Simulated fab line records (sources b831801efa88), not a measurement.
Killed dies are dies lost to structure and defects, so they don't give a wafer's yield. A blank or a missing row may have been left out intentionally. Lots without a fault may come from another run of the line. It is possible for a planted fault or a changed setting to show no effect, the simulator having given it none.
Check for tools in common | flow gf180mcu | 13 lots and 45 wafers in the sample

== THE REASON FOR OPENING IT ==
GF_DUAL_GATE_THK_MEAS_03, reading DUAL_GATE_OXIDATION_00_THK: flagged on 2 of 13 lots. Fault-free wafers read 10.83 nm, with a standard deviation of 0.21.
Rule: a lot is flagged in two cases, either no wafer of it has a number, or all its wafers with numbers fall more than 4 standard deviations from that mean. The other lots count as sound.

lot  | measured     | on            | DUAL_GATE_OXIDATION_00_THK (nm), wafer by wafer | flag
L257 | day 8 00:31  | film-metro-02 | 10.51 10.74 10.55                               |
L258 | day 8 05:35  | film-metro-02 | 10.89 10.74 10.84                               |
L259 | day 8 15:11  | film-metro-03 | 10.52 10.50 10.40                               |
L261 | day 9 03:20  | film-metro-03 | 10.85 10.87 10.74                               |
L262 | day 9 11:08  | film-metro-02 | 11.06 10.78 11.03                               |
L263 | day 9 13:14  | film-metro-02 | 10.76 10.82 10.69                               |
L264 | day 9 21:05  | film-metro-01 | 10.92 10.86 10.81                               |
L268 | day 11 02:46 | film-metro-02 | 10.81 10.63 10.77                               |
L272 | day 12 03:52 | film-metro-02 | 9.51 9.50 9.67 9.57 9.51 9.69                   | FLAGGED
L273 | day 12 09:32 | film-metro-01 | 9.42 9.20 9.33 9.46 9.22 9.36                   | FLAGGED
L276 | day 13 07:11 | film-metro-01 | 10.45 10.62 10.53                               |
L277 | day 13 13:28 | film-metro-02 | 10.57 10.56 10.69                               |
L279 | day 14 03:30 | film-metro-03 | 10.72 10.54 10.71                               |
Average over the flagged lots: 9.45 nm; offset from the usual -1.38 nm, equal to -7 standard deviations.

== TOOL THAT RAN EACH LOT ==
The record keeps 1 process step preceding the reading, out of 602 steps on the route. Read each cell as the tool, then ch plus the chambers that the sampled wafers visited, then the start.
lot  | flag    | GF_DUAL_GATE_OXIDATION_02
L257 |         | furnace-01 ch 0, day 7 23:04
L258 |         | furnace-02 ch 0, day 8 04:08
L259 |         | furnace-02 ch 0, day 8 13:43
L261 |         | furnace-02 ch 0, day 9 01:51
L262 |         | furnace-01 ch 0, day 9 09:41
L263 |         | furnace-02 ch 0, day 9 11:46
L264 |         | furnace-02 ch 0, day 9 19:37
L268 |         | furnace-02 ch 0, day 11 01:17
L272 | FLAGGED | furnace-01 ch 0, day 12 02:25
L273 | FLAGGED | furnace-01 ch 0, day 12 08:05
L276 |         | furnace-02 ch 0, day 13 05:43
L277 |         | furnace-02 ch 0, day 13 12:01
L279 |         | furnace-02 ch 0, day 14 02:03
What the steps here do:
- GF_DUAL_GATE_OXIDATION_02: stabilise 600 s, purge 300 s, target thk 10.887 nm.
- GF_DUAL_GATE_THK_MEAS_03

== FLAGGED OVER TOTAL, TOOL BY TOOL (the gauges that took the reading come last) ==
step                      | tool          | lots run | flagged | share of the flagged lots | sound lots run after its first flagged lot
GF_DUAL_GATE_OXIDATION_02 | furnace-01    | 4        | 2       | all                       | 0
GF_DUAL_GATE_OXIDATION_02 | furnace-02    | 9        | 0       | none                      | -
GF_DUAL_GATE_THK_MEAS_03  | film-metro-01 | 3        | 1       | some                      | 1 (L276)
GF_DUAL_GATE_THK_MEAS_03  | film-metro-02 | 7        | 1       | some                      | 1 (L277)
GF_DUAL_GATE_THK_MEAS_03  | film-metro-03 | 3        | 0       | none                      | -

== WHAT THE TABLE ALLOWS ==
In the table, 1 row covers all flagged lots: furnace-01 at GF_DUAL_GATE_OXIDATION_02.
- furnace-01 at GF_DUAL_GATE_OXIDATION_02 ran 4 lots, 2 of them flagged. Last sound lot L262 at day 9 09:41, first flagged lot L272 at day 12 02:25; a fault beginning in between fits. Its own readings lie more than 4 standard deviations out on every wafer of the flagged lots: spike-tc-bottom-C, spike-tc-centre-C, spike-tc-lower-C, spike-tc-top-C, spike-tc-upper-C, tube-center-temp-C, tube_center_temp_C_max.
What remains is a single tool, furnace-01 at GF_DUAL_GATE_OXIDATION_02.

== WHAT THE SIMULATOR HAD INSERTED ==
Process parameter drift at GF_DUAL_GATE_OXIDATION_02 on furnace-01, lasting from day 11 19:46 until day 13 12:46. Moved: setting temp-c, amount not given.
Shown lots that were struck: L272, L273. This agrees with what the rule above found.
